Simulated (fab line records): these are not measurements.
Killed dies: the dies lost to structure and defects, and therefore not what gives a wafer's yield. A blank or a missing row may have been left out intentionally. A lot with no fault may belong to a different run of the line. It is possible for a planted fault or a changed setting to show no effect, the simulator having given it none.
A single fault, viewed from 2 desks    flow sky130    every desk sees just its own numbers, and what lay behind them comes last

== AT THE TOOL OWNER'S DESK: krf_scanner-01 ==
The tool's own readings at SKY_FIELD_ISO_EXPOSE_10 (exposes mask FOM, target cd 150 nm): means of the sampled wafers that have a number, for each lot that ran on this tool. If a lot's mean is further than 4 standard deviations from the usual mean, the lot is out of limits and carries the mark OUT (the distance appears in the brackets).
Columns: A = exposure_dose_mJ_cm2 at SKY_FIELD_ISO_EXPOSE_10, usual 27.99
lot   first seen here  A
L405  day 1 23:27      28.04
L415  day 4 00:29      28.03
L416  day 4 05:29      29.97 (+57) OUT
L420  day 5 01:47      29.59 (+46) OUT
L421  day 5 06:32      29.57 (+45) OUT
This desk's verdict: out of limits on L416, L420, L421, starting with L416 at day 4 05:29 (exposure_dose_mJ_cm2 at SKY_FIELD_ISO_EXPOSE_10). Within limits: L405, L415.

== FROM THE METROLOGY DESK ==
Means of the sampled wafers that have a number, per lot and without regard to the tool the lot ran on: this is what the gauges read. If a lot's mean is further than 4 standard deviations from the usual mean, the lot is out of limits and carries the mark OUT (the distance appears in the brackets).
Columns: A = cd_nm at SKY_FIELD_ISO_CD_MEAS_13, usual 150.8 nm; B = NWELL_01_OVL at SKY_NWELL_OVL_MEAS_23, usual 0.3 nm
lot   first seen here  A                 B
L405  day 2 06:53      149.8             -0.8
L408  day 2 20:10      149.2             0.2
L411  day 3 12:15      152.0             0.0
L415  day 4 08:58      150.0             0.9
L416  day 4 13:34      136.8 (-9.3) OUT  0.4
L420  day 5 10:45      139.1 (-7.8) OUT  0.6
L421  day 5 16:07      140.5 (-6.8) OUT  -1.9
L422  day 5 22:07      151.9             -1.8
L425  day 7 13:26      148.8             -0.9
L426  day 7 14:00      149.3             -1.3
L428  day 7 14:17      151.2             -1.3
This desk's verdict: out of limits on L416, L420, L421, starting with L416 at day 4 13:34 (cd_nm at SKY_FIELD_ISO_CD_MEAS_13). Within limits: L405, L408, L411, L415, L422, L425, L426, L428.

== BROUGHT TOGETHER ==
The tool owner's desk could have raised an alarm at day 4 05:29, on L416, L420, L421.
At day 4 13:34 the metrology desk could have sounded an alarm, on L416, L420, L421.
SKY_FIELD_ISO_EXPOSE_10 was run on krf_scanner-01 by each of the lots named.

== WHAT THE SIMULATOR HAD PUT IN ==
Process parameter drift: krf_scanner-01, from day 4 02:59 on, at SKY_FIELD_ISO_EXPOSE_10. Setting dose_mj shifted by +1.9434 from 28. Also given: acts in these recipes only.
Shown lots that were struck: L416, L420, L421.
Fault start to first reading out of limits, in hours, per desk: tool owner, 2; metrology, 11.
